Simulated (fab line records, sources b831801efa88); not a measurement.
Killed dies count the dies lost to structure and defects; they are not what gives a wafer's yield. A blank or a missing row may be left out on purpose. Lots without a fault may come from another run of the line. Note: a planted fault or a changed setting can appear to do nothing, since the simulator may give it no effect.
Matching of chambers / flow gf180mcu / cmp-01 running GF_STI_CMP_25: 4 sister chambers
The step polishes, stops on Si3N4, t overpolish 33 s, target thk 524.6 nm. 18 wafers are shown with their chamber, then 9 later ones without.

WAFERS, EACH WITH ITS CHAMBER
wafer=L965.2; chamber=2; motor-current-A (A)=12.2; time-to-endpoint-s (s)=124; slurry-flow-ml-min=149.9
wafer=L965.4; chamber=1; motor-current-A (A)=14.7; time-to-endpoint-s (s)=131; slurry-flow-ml-min=150.4
wafer=L965.6; chamber=3; motor-current-A (A)=13.0; time-to-endpoint-s (s)=120; slurry-flow-ml-min=150.0
wafer=L966.1; chamber=1; motor-current-A (A)=14.7; time-to-endpoint-s (s)=128; slurry-flow-ml-min=149.9
wafer=L966.2; chamber=0; motor-current-A (A)=13.5; time-to-endpoint-s (s)=127; slurry-flow-ml-min=150.1
wafer=L966.4; chamber=2; motor-current-A (A)=12.8; time-to-endpoint-s (s)=127; slurry-flow-ml-min=149.8
wafer=L967.1; chamber=0; motor-current-A (A)=13.1; time-to-endpoint-s (s)=125; slurry-flow-ml-min=149.8
wafer=L967.3; chamber=2; motor-current-A (A)=12.7; time-to-endpoint-s (s)=125; slurry-flow-ml-min=149.3
wafer=L967.5; chamber=3; motor-current-A (A)=13.4; time-to-endpoint-s (s)=121; slurry-flow-ml-min=150.6
wafer=L968.2; chamber=2; motor-current-A (A)=13.1; time-to-endpoint-s (s)=132; slurry-flow-ml-min=149.7
wafer=L968.4; chamber=1; motor-current-A (A)=14.7; time-to-endpoint-s (s)=131; slurry-flow-ml-min=150.0
wafer=L968.5; chamber=1; motor-current-A (A)=14.3; time-to-endpoint-s (s)=128; slurry-flow-ml-min=150.0
wafer=L970.3; chamber=3; motor-current-A (A)=13.4; time-to-endpoint-s (s)=122; slurry-flow-ml-min=150.6
wafer=L970.4; chamber=2; motor-current-A (A)=13.4; time-to-endpoint-s (s)=130; slurry-flow-ml-min=149.8
wafer=L970.5; chamber=3; motor-current-A (A)=12.5; time-to-endpoint-s (s)=123; slurry-flow-ml-min=149.7
wafer=L973.3; chamber=0; motor-current-A (A)=13.6; time-to-endpoint-s (s)=120; slurry-flow-ml-min=149.9
wafer=L973.4; chamber=1; motor-current-A (A)=14.4; time-to-endpoint-s (s)=122; slurry-flow-ml-min=150.0
wafer=L973.5; chamber=1; motor-current-A (A)=14.4; time-to-endpoint-s (s)=124; slurry-flow-ml-min=149.7

SIGNATURES (means of the wafers above)
reading=motor-current-A; chamber 0=13.400; chamber 1=14.533; chamber 2=12.840; chamber 3=13.075; scatter within a chamber=0.346
reading=time-to-endpoint-s; chamber 0=124.00; chamber 1=127.33; chamber 2=127.60; chamber 3=121.50; scatter within a chamber=3.2
reading=slurry-flow-ml-min; chamber 0=149.933; chamber 1=150.000; chamber 2=149.700; chamber 3=150.225; scatter within a chamber=0.285
Rule: a wafer's distance from a chamber is the root of the sum, over the readings, of the square of ((its reading less the chamber's mean) divided by the reading's scatter). The wafer belongs to the nearest chamber; if the next one is less than 2 further off, it can't be placed. The scatter: the root of (the sum of the squares of (reading less its chamber's mean) over the shown wafers, divided by (wafers less chambers)).

WAFERS WHOSE CHAMBER IS MISSING
wafer=L974.1; motor-current-A (A)=13.5; time-to-endpoint-s (s)=115; slurry-flow-ml-min=149.7
wafer=L974.4; motor-current-A (A)=14.2; time-to-endpoint-s (s)=123; slurry-flow-ml-min=150.9
wafer=L974.6; motor-current-A (A)=12.5; time-to-endpoint-s (s)=126; slurry-flow-ml-min=150.4
wafer=L985.1; motor-current-A (A)=13.5; time-to-endpoint-s (s)=122; slurry-flow-ml-min=149.7
wafer=L985.2; motor-current-A (A)=14.7; time-to-endpoint-s (s)=122; slurry-flow-ml-min=149.2
wafer=L985.3; motor-current-A (A)=12.9; time-to-endpoint-s (s)=113; slurry-flow-ml-min=150.6
wafer=L988.2; motor-current-A (A)=13.5; time-to-endpoint-s (s)=120; slurry-flow-ml-min=150.3
wafer=L988.5; motor-current-A (A)=13.0; time-to-endpoint-s (s)=122; slurry-flow-ml-min=150.6
wafer=L988.6; motor-current-A (A)=12.6; time-to-endpoint-s (s)=129; slurry-flow-ml-min=150.0

CHAMBER TAKEN BY EACH
wafer=L974.1; from the rows above=can't be placed: 0 or 3 or 2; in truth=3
wafer=L974.4; from the rows above=can't be placed: 1 or 3 or 0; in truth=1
wafer=L974.6; from the rows above=can't be placed: 3 or 2 or 0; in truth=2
wafer=L985.1; from the rows above=can't be placed: 0 or 3 or 2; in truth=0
wafer=L985.2; from the rows above=can't be placed: 1 or 0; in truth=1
wafer=L985.3; from the rows above=can't be placed: 3 or 0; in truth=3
wafer=L988.2; from the rows above=can't be placed: 3 or 0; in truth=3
wafer=L988.5; from the rows above=can't be placed: 3 or 0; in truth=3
wafer=L988.6; from the rows above=can't be placed: 2 or 0 or 3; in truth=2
0 of 9 placed correctly. Not placeable from these rows: 9 (in 9, the candidates include the true chamber). Placed wrongly: 0.
